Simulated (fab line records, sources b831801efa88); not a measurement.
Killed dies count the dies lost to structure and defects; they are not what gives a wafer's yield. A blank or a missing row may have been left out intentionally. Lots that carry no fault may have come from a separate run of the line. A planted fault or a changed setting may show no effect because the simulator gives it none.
fab line records ; flow sky130
[record] lots = 11; wafers = 33; lastDay = 50
route steps=708 shown VT_ADJUST_NCORE@129 SONOS_ONO@171 POLY_GATE@204 PAD_OPEN@708
lots untouched by any fault: they come from a run of this same line in which no faults occurred
startH: hours from the record's first day to the start of the lot's first wafer shown ; waitH: hours from the lot's prior step to this one ; " repeats the value in the row above ; L1.1+2: a single row standing in for several wafers ; - no value, or no start was given ; * or withheld: withheld ; < > ~ a bound
route shown NAME@n: names a module that has steps shown in the file, with the first one's number in the route ; usual: mean/standard deviation taken from wafers without a fault ; same: alike in all rows ; chamber/n: place in a boat ; sites: each site's reading ; _std_site: their standard deviation ; _edge_site: outer sites' mean less inner sites' ; radiusMm: for every site, how far away it sits from the centre of the wafer ; mask NAME#n: copy n ; behind: the tool/chamber that last shaped the wafer ; hold: the reason the lot was held/the length of the hold in hours/how it ended ; device: transistor that didn't switch, given as n, p or np ; end of line: at the end of the route, the tests of the same wafers ; for a step that has no rows: nothing shown but its recipe ; killed: count of dies lost to structure and defects at first sort (not the wafer's yield) ; map: the dies of a wafer, with x for killed, . for not killed, _ for no die there
set.NAME: the setting that was run; set.NAME@STEP: the one run at that earlier step ; model.NAME: the simulator's own value behind a step, which no gauge read
route steps across a sampled set of lots; one table per step, one row per wafer
services: when a tool's chamber went out of use (startH, in hours from the record's first day, below 0 if earlier), for how many hours, and the reason
[[steps]]
[step SKY_VT_ADJUST_NCORE_STRIP_10]
[recipe] chemistry = O2/N2; powerW = 1400; pressureMtorr = 1500; platenTempC = withheld; o2FlowSccm = 3000; n2FlowSccm = 300; overashFraction = 0.5
[usual] drypumpMotorCurrentA = 5.5/0.39; oesProductAu = 0.715/0.0046; stripTimeToEndpointS = 14.19/0.04
lot.wafer;tool;chamber;startH;waitH;drypumpMotorCurrentA;oesProductAu;rfHoursCounterH;stripTimeToEndpointS
L447.1;plasmaAsher-04;1;177.56;0.1;5.0;0.721;48;14.16
L447.4;plasmaAsher-04;0;177.56;0.1;6.0;0.716;-;14.21
L447.6;plasmaAsher-04;1;177.56;0.1;5.0;0.712;-;14.21
L448.2;plasmaAsher-01;1;192.01;0.1;5.6;0.709;47;14.25
L448.3;plasmaAsher-01;1;192.01;0.1;5.6;0.712;-;14.21
L448.6;plasmaAsher-01;1;192.01;0.1;5.7;0.723;-;14.23
L449.1;plasmaAsher-01;0;199.56;0.1;5.7;0.708;48;14.18
L449.3;plasmaAsher-01;0;199.56;0.1;5.7;0.719;-;14.25
L449.6;plasmaAsher-01;0;199.56;0.1;5.7;0.713;-;14.23
L450.1;plasmaAsher-04;1;206.93;0.1;5.0;0.716;51;14.22
L450.3;plasmaAsher-04;1;206.93;0.1;5.0;0.724;-;14.23
L450.6;plasmaAsher-04;0;206.93;0.1;6.0;0.719;-;14.25
L451.3;plasmaAsher-01;1;215.36;0.1;5.6;0.725;-;14.19
L451.4;plasmaAsher-01;0;215.36;0.1;5.8;0.714;-;14.19
L451.6;plasmaAsher-01;0;215.36;0.1;5.7;0.716;-;14.21
L452.1;plasmaAsher-04;1;219.78;0.1;5.0;0.717;52;14.26
L452.3;plasmaAsher-04;1;219.78;0.1;5.0;0.712;-;14.25
L452.4;plasmaAsher-04;0;219.78;0.1;6.0;0.704;-;14.27
L453.2;plasmaAsher-04;0;227.69;0.1;6.0;0.719;52;14.16
L453.3;plasmaAsher-04;0;227.69;0.1;6.0;0.709;-;14.16
L453.4;plasmaAsher-04;1;227.69;0.1;5.1;0.706;-;14.21
L460.1;plasmaAsher-01;0;279.84;0.1;5.7;0.720;54;14.20
L460.2;plasmaAsher-01;1;279.84;0.1;5.6;0.714;54;14.20
L460.5;plasmaAsher-01;1;279.84;0.1;5.6;0.717;-;14.21
L461.1;plasmaAsher-03;0;283.19;0.1;5.1;0.720;48;14.20
L461.2;plasmaAsher-03;1;283.19;0.1;5.9;0.711;48;14.23
L461.3;plasmaAsher-03;0;283.19;0.1;5.1;0.717;-;14.24
L469.2;plasmaAsher-04;1;339.24;0.1;5.0;0.713;64;14.17
L469.4;plasmaAsher-04;1;339.24;0.1;5.0;0.715;-;14.20
L469.6;plasmaAsher-04;0;339.24;0.1;6.0;0.714;-;14.15
L470.1;plasmaAsher-04;1;343.86;0.1;5.0;0.705;64;14.12
L470.3;plasmaAsher-04;0;343.86;0.1;6.0;0.715;-;14.10
L470.6;plasmaAsher-04;0;343.86;0.1;6.0;0.714;-;14.11
[step SKY_SONOS_ONO_THK_MEAS_03]
[recipe] reads = Si3N4_of_SONOS_ONO_CVD_02
[usual] SONOS_ONO_CVD_02_THK = 10.42/0.15
lot.wafer;tool;chamber;startH;waitH;SONOS_ONO_CVD_02_THK[nm]
L447.1;filmMetro-04;-;245.70;0.0;10.35
L447.4;filmMetro-04;-;245.70;0.0;10.27
L447.6;filmMetro-04;-;245.70;0.0;10.26
L448.2;filmMetro-03;-;262.56;0.0;10.12
L448.3;filmMetro-03;-;262.56;0.0;10.04
L448.6;filmMetro-03;-;262.56;0.0;10.13
L449.1;filmMetro-03;-;274.47;0.0;10.38
L449.3;filmMetro-03;-;274.47;0.0;10.37
L449.6;filmMetro-03;-;274.47;0.0;10.37
L450.1;filmMetro-04;-;280.41;0.0;10.41
L450.3;filmMetro-04;-;280.41;0.0;10.47
L450.6;filmMetro-04;-;280.41;0.0;10.37
L451.3;filmMetro-03;-;290.97;0.0;10.26
L451.4;filmMetro-03;-;290.97;0.0;10.48
L451.6;filmMetro-03;-;290.97;0.0;10.40
L452.1;filmMetro-03;-;296.09;0.0;10.51
L452.3;filmMetro-03;-;296.09;0.0;10.61
L452.4;filmMetro-03;-;296.09;0.0;10.57
L453.2;filmMetro-03;-;304.76;0.0;10.24
L453.3;filmMetro-03;-;304.76;0.0;10.13
L453.4;filmMetro-03;-;304.76;0.0;10.23
L460.1;filmMetro-01;-;362.14;0.0;10.68
L460.2;filmMetro-01;-;362.14;0.0;10.63
L460.5;filmMetro-01;-;362.14;0.0;10.72
L461.1;filmMetro-03;-;366.33;0.0;10.54
L461.2;filmMetro-03;-;366.33;0.0;10.56
L461.3;filmMetro-03;-;366.33;0.0;10.63
L469.2;filmMetro-01;-;431.19;0.0;10.38
L469.4;filmMetro-01;-;431.19;0.0;10.51
L469.6;filmMetro-01;-;431.19;0.0;10.38
L470.1;filmMetro-03;-;436.83;0.0;10.45
L470.3;filmMetro-03;-;436.83;0.0;10.50
L470.6;filmMetro-03;-;436.83;0.0;10.45
[step SKY_POLY_GATE_CVD_00]
[recipe] material = poly-Si; targetThkNm = 180; tempC = 620; timeS = 720; pressureMtorr = 200
[usual] spikeTcLowerC = 620.0/1.1
lot.wafer;tool;chamber;startH;waitH;spikeTcLowerC
L447.1;lpcvd-01;0;299.74;0.0;619.7
L447.4;lpcvd-01;0;299.74;0.0;620.5
L447.6;lpcvd-01;0;299.74;0.0;621.8
L448.2;lpcvd-01;1;319.34;0.0;620.2
L448.3;lpcvd-01;1;319.34;0.0;621.8
L448.6;lpcvd-01;1;319.34;0.0;619.4
L449.1;lpcvd-01;0;333.79;0.0;621.3
L449.3;lpcvd-01;0;333.79;0.0;620.5
L449.6;lpcvd-01;0;333.79;0.0;619.4
L450.1;lpcvd-01;1;340.79;0.0;618.8
L450.3;lpcvd-01;1;340.79;0.0;621.3
L450.6;lpcvd-01;1;340.79;0.0;619.7
L451.3;lpcvd-01;0;348.21;0.0;620.0
L451.4;lpcvd-01;0;348.21;0.0;618.8
L451.6;lpcvd-01;0;348.21;0.0;619.4
L452.1;lpcvd-01;0;355.37;0.0;620.9
L452.3;lpcvd-01;0;355.37;0.0;621.5
L452.4;lpcvd-01;0;355.37;0.0;619.8
L453.2;lpcvd-01;0;363.53;0.0;620.2
L453.3;lpcvd-01;0;363.53;0.0;621.6
L453.4;lpcvd-01;0;363.53;0.0;617.4
L460.1;lpcvd-01;0;426.77;0.0;621.0
L460.2;lpcvd-01;0;426.77;0.0;621.4
L460.5;lpcvd-01;0;426.77;0.0;619.4
L461.1;lpcvd-01;1;432.62;0.0;622.2
L461.2;lpcvd-01;1;432.62;0.0;618.9
L461.3;lpcvd-01;1;432.62;0.0;621.0
L469.2;lpcvd-01;0;497.35;0.0;620.4
L469.4;lpcvd-01;0;497.35;0.0;618.9
L469.6;lpcvd-01;0;497.35;0.0;619.8
L470.1;lpcvd-01;0;502.73;0.0;619.9
L470.3;lpcvd-01;0;502.73;0.0;618.2
L470.6;lpcvd-01;0;502.73;0.0;620.5
[step SKY_POLY_GATE_THK_MEAS_01]
[recipe] reads = poly-Si_of_POLY_GATE_CVD_00
[usual] POLY_GATE_CVD_00_THK = 179.9/1.9
lot.wafer;tool;chamber;startH;waitH;POLY_GATE_CVD_00_THK[nm]
L447.1;filmMetro-01;-;300.94;0.0;181.3
L447.4;filmMetro-01;-;300.94;0.0;182.7
L447.6;filmMetro-01;-;300.94;0.0;183.3
L448.2;filmMetro-04;-;320.55;0.0;179.5
L448.3;filmMetro-04;-;320.55;0.0;179.6
L448.6;filmMetro-04;-;320.55;0.0;179.5
L449.1;filmMetro-02;-;334.99;0.0;177.3
L449.3;filmMetro-02;-;334.99;0.0;177.0
L449.6;filmMetro-02;-;334.99;0.0;176.1
L450.1;filmMetro-02;-;341.99;0.0;177.0
L450.3;filmMetro-02;-;341.99;0.0;178.2
L450.6;filmMetro-02;-;341.99;0.0;176.5
L451.3;filmMetro-04;-;349.43;0.0;178.8
L451.4;filmMetro-04;-;349.43;0.0;178.9
L451.6;filmMetro-04;-;349.43;0.0;181.1
L452.1;filmMetro-02;-;356.57;0.0;180.2
L452.3;filmMetro-02;-;356.57;0.0;179.5
L452.4;filmMetro-02;-;356.57;0.0;179.2
L453.2;filmMetro-02;-;364.74;0.0;179.3
L453.3;filmMetro-02;-;364.74;0.0;178.0
L453.4;filmMetro-02;-;364.74;0.0;179.7
L460.1;filmMetro-02;-;427.97;0.0;108.2
L460.2;filmMetro-02;-;427.97;0.0;107.5
L460.5;filmMetro-02;-;427.97;0.0;107.9
L461.1;filmMetro-01;-;433.82;0.0;108.6
L461.2;filmMetro-01;-;433.82;0.0;108.3
L461.3;filmMetro-01;-;433.82;0.0;107.3
L469.2;filmMetro-02;-;498.56;0.0;184.0
L469.4;filmMetro-02;-;498.56;0.0;183.4
L469.6;filmMetro-02;-;498.56;0.0;183.6
L470.1;filmMetro-01;-;503.93;0.0;181.2
L470.3;filmMetro-01;-;503.93;0.0;180.9
L470.6;filmMetro-01;-;503.93;0.0;180.3
[step SKY_POLY_GATE_ETCH_15]
[recipe] chemistry = N2/H2; target = BARC; ionEnergyEv = 200; sourceW = 500; biasW = 100; pressureMtorr = 30; n2FlowSccm = 100; h2FlowSccm = 200; stopOn = SiO2; timeS = 118.5; targetDepthA = 1100
[usual] drypumpMotorCurrentA = 5.9/0.4; oesProductAu = 0.716/0.005; throttleValvePct = 13.211/0.0079
lot.wafer;tool;chamber;startH;waitH;drypumpMotorCurrentA;oesProductAu;rfHoursCounterH;throttleValvePct
L447.1;rieDiel-03;2;361.72;0.0;5.6;0.733;3;13.226
L447.4;rieDiel-03;3;361.72;0.0;5.5;0.723;109;13.208
L447.6;rieDiel-03;2;361.72;0.0;5.6;0.716;-;13.209
L448.2;rieDiel-04;3;376.41;0.0;5.5;0.714;87;13.206
L448.3;rieDiel-04;2;376.41;0.0;6.3;0.722;111;13.197
L448.6;rieDiel-04;1;376.41;0.0;6.7;0.712;-;13.205
L449.1;rieDiel-02;0;391.74;0.0;5.6;0.719;5;13.212
L449.3;rieDiel-02;1;391.74;0.0;5.9;0.719;14;13.212
L449.6;rieDiel-02;1;391.74;0.0;5.9;0.715;-;13.201
L450.1;rieDiel-02;1;399.18;0.0;5.9;0.716;14;13.200
L450.3;rieDiel-02;2;399.18;0.0;5.6;0.727;8;13.219
L450.6;rieDiel-02;1;399.18;0.0;5.9;0.712;-;13.213
L451.3;rieDiel-04;0;408.11;0.0;5.6;0.711;63;13.208
L451.4;rieDiel-04;0;408.11;0.0;5.6;0.707;-;13.212
L451.6;rieDiel-04;1;408.11;0.0;6.7;0.715;-;13.199
L452.1;rieDiel-02;0;417.78;0.0;5.7;0.715;6;13.214
L452.3;rieDiel-02;2;417.78;0.0;5.6;0.716;8;13.203
L452.4;rieDiel-02;3;417.78;0.0;5.8;0.707;2;13.210
L453.2;rieDiel-04;2;425.73;0.0;6.3;0.718;0;13.211
L453.3;rieDiel-04;0;425.73;0.0;5.6;0.721;63;13.212
L453.4;rieDiel-04;3;425.73;0.0;5.5;0.710;88;13.207
L460.1;rieDiel-03;0;490.31;0.0;5.7;0.720;55;13.218
L460.2;rieDiel-03;1;490.31;0.0;5.7;0.718;35;13.226
L460.5;rieDiel-03;3;490.31;0.0;5.5;0.714;-;13.204
L461.1;rieDiel-03;1;495.84;0.0;5.7;0.718;35;13.218
L461.2;rieDiel-03;0;495.84;0.0;5.7;0.727;55;13.212
L461.3;rieDiel-03;2;495.84;0.0;5.6;0.711;5;13.214
L469.2;rieDiel-04;2;560.74;0.0;6.3;0.719;4;13.209
L469.4;rieDiel-04;1;560.74;0.0;6.7;0.715;78;13.195
L469.6;rieDiel-04;2;560.74;0.0;6.3;0.716;-;13.206
L470.1;rieDiel-02;1;566.18;0.0;5.9;0.714;17;13.224
L470.3;rieDiel-02;3;566.18;0.0;5.7;0.709;5;13.205
L470.6;rieDiel-02;3;566.18;0.0;5.8;0.706;-;13.220
[step SKY_POLY_GATE_ETCH_17]
[recipe] targetDepthNm = 180; stopOn = SiO2; overEtchFrac = 0.56667; chemistry = HBr/Cl2; target = poly-Si; icpW = 400; biasW = 100; pressureMtorr = 10; HBr_flow_sccm = 150; Cl2_flow_sccm = 50; timeS = 70.5
[usual] drypumpMotorCurrentA = 5.7/0.51; oesProductAu = 0.985/0.0081; throttleValvePct = 33.684/0.0097
lot.wafer;tool;chamber;startH;waitH;drypumpMotorCurrentA;oesProductAu;rfHoursCounterH;throttleValvePct
L447.1;rieSi-01;1;361.90;0.0;5.8;0.986;13;33.676
L447.4;rieSi-01;0;361.90;0.0;5.2;0.988;0;33.689
L447.6;rieSi-01;2;361.90;0.0;5.0;0.993;-;33.681
L448.2;rieSi-02;1;376.59;0.0;6.2;0.985;84;33.688
L448.3;rieSi-02;0;376.59;0.0;5.4;0.987;74;33.677
L448.6;rieSi-02;0;376.59;0.0;5.4;0.984;-;33.675
L449.1;rieSi-02;2;391.92;0.0;5.5;0.972;1;33.683
L449.3;rieSi-02;0;391.92;0.0;5.4;0.975;74;33.686
L449.6;rieSi-02;3;391.92;0.0;6.5;0.980;-;33.681
L450.1;rieSi-01;3;399.36;0.0;5.8;0.983;6;33.686
L450.3;rieSi-01;0;399.36;0.0;5.2;0.982;1;33.681
L450.6;rieSi-01;3;399.36;0.0;5.8;0.982;-;33.669
L451.3;rieSi-01;0;408.29;0.0;5.2;0.974;1;33.682
L451.4;rieSi-01;0;408.29;0.0;5.2;0.973;-;33.684
L451.6;rieSi-01;3;408.29;0.0;5.9;0.996;-;33.678
L452.1;rieSi-02;2;417.96;0.0;5.5;0.987;1;33.684
L452.3;rieSi-02;1;417.96;0.0;6.3;0.993;0;33.670
L452.4;rieSi-02;1;417.96;0.0;6.2;0.995;-;33.691
L453.2;rieSi-01;2;425.91;0.0;5.0;0.975;2;33.690
L453.3;rieSi-01;3;425.91;0.0;5.9;0.976;7;33.670
L453.4;rieSi-01;1;425.91;0.0;5.8;0.971;14;33.685
L460.1;rieSi-01;2;490.49;0.0;5.0;0.710;2;33.704
L460.2;rieSi-01;3;490.49;0.0;5.8;0.703;7;33.690
L460.5;rieSi-01;1;490.49;0.0;5.8;0.705;-;33.687
L461.1;rieSi-02;2;496.02;0.0;5.5;0.716;2;33.688
L461.2;rieSi-02;0;496.02;0.0;5.4;0.704;0;33.672
L461.3;rieSi-02;3;496.02;0.0;6.5;0.703;4;33.672
L469.2;rieSi-02;1;560.92;0.0;6.3;0.996;1;33.674
L469.4;rieSi-02;2;560.92;0.0;5.5;1.004;2;33.684
L469.6;rieSi-02;2;560.92;0.0;5.5;0.993;-;33.695
L470.1;rieSi-01;2;566.36;0.0;5.0;0.993;2;33.683
L470.3;rieSi-01;0;566.36;0.0;5.1;0.991;2;33.690
L470.6;rieSi-01;2;566.36;0.0;5.0;0.979;-;33.687
[step SKY_PAD_OPEN_PROBE_99]
[usual] killed_at_M0_to_M3 = 45/7.1; killed_at_M4_up = 3.0/1.8; killedAtContacts = 24/5.4; killedAtFrontEnd = 16/4.9; killedAtOther = 0.3/0.63; killedDies = 88/11; killedOpen = 47/7.4; killedShort = 40/7
[same] grossDies = 492; killedAtBackSide = 0
lot.wafer;tool;chamber;startH;waitH;killed_at_M0_to_M3;killed_at_M4_up;killedAtContacts;killedAtFrontEnd;killedAtOther;killedDies;killedOpen;killedShort
L461.1;prober-01;-;1156.12;0.1;43;2;28;7;0;80;46;34
// killed by level:class
L461.1 CONTACT:geometricParticle:open=13 VIA1:geometricParticle:open=10 METAL2:geometricParticle:short=6 VIA3:geometricParticle:open=6 LI_CONTACT:geometricParticle:open=5 LOCAL_INTERCONNECT:geometricParticle:short=5 VIA1:geometricParticle:short=5 VIA2:geometricParticle:open=5
[[services]]
tool;chamber;startH;hours;kind
rieSi-02;-;167.01;0.1;repair
rieSi-01;3;185.48;20.3;repair
rieDiel-04;-;193.29;0.6;repair
rieSi-02;3;212.11;6.2;repair
plasmaAsher-04;-;231.05;2.8;pm
rieDiel-04;1;234.32;6.7;repair
plasmaAsher-01;-;237.31;25.0;pm
rieDiel-04;0;296.52;4.8;repair
rieDiel-02;1;333.56;1.2;repair
rieSi-02;3;367.03;3.0;repair
rieDiel-04;0;379.58;10.3;repair
rieSi-02;1;382.06;1.9;repair
rieSi-01;2;403.40;2.8;repair
rieSi-01;2;407.00;2.7;repair
plasmaAsher-01;-;421.25;9.0;pm
rieDiel-02;0;424.68;7.7;repair
lpcvd-01;-;439.53;2.8;pm
plasmaAsher-01;-;450.28;7.5;repair
rieDiel-02;-;453.95;2.8;pm
lpcvd-01;-;476.49;6.0;pm
rieSi-02;-;477.50;14.1;repair
plasmaAsher-04;-;498.36;2.9;repair
rieDiel-04;0;521.28;4.7;repair
rieSi-02;-;551.77;2.8;pm
[[key]]
[firstSign] step = SKY_POLY_GATE_THK_MEAS_01; reading = POLY_GATE_CVD_00_THK; direction = down; sigmas = 38; usual = 179.9; struck = 108.0
[effect] step = SKY_POLY_GATE_ETCH_17; reading = oesProductAu; direction = down; sigmas = 34; usual = 0.985; struck = 0.707
metAt SKY_POLY_GATE_CVD_00
struckLots L460,L461
testerLeftOut L460,L461
notActingAt SKY_VT_ADJUST_NCORE_STRIP_10,SKY_SONOS_ONO_THK_MEAS_03,SKY_POLY_GATE_ETCH_15
onsetBetween 363.53 426.77
[fault] kind = processParameterDrift; tool = lpcvd-01; chamber = -; onsetH = 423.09; steps = SKY_POLY_GATE_CVD_00; channel = targetThkNm; offset = -72.049; shape = step; endH = 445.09; stated = 180
// testerLeftOut: of these lots the tester's yield and bins aren't shown, on N5 and GAA mostly nor the transistor test; their killed dies are dies lost to structure and defects alone, not to doping, threshold or leakage, so they don't give the yield
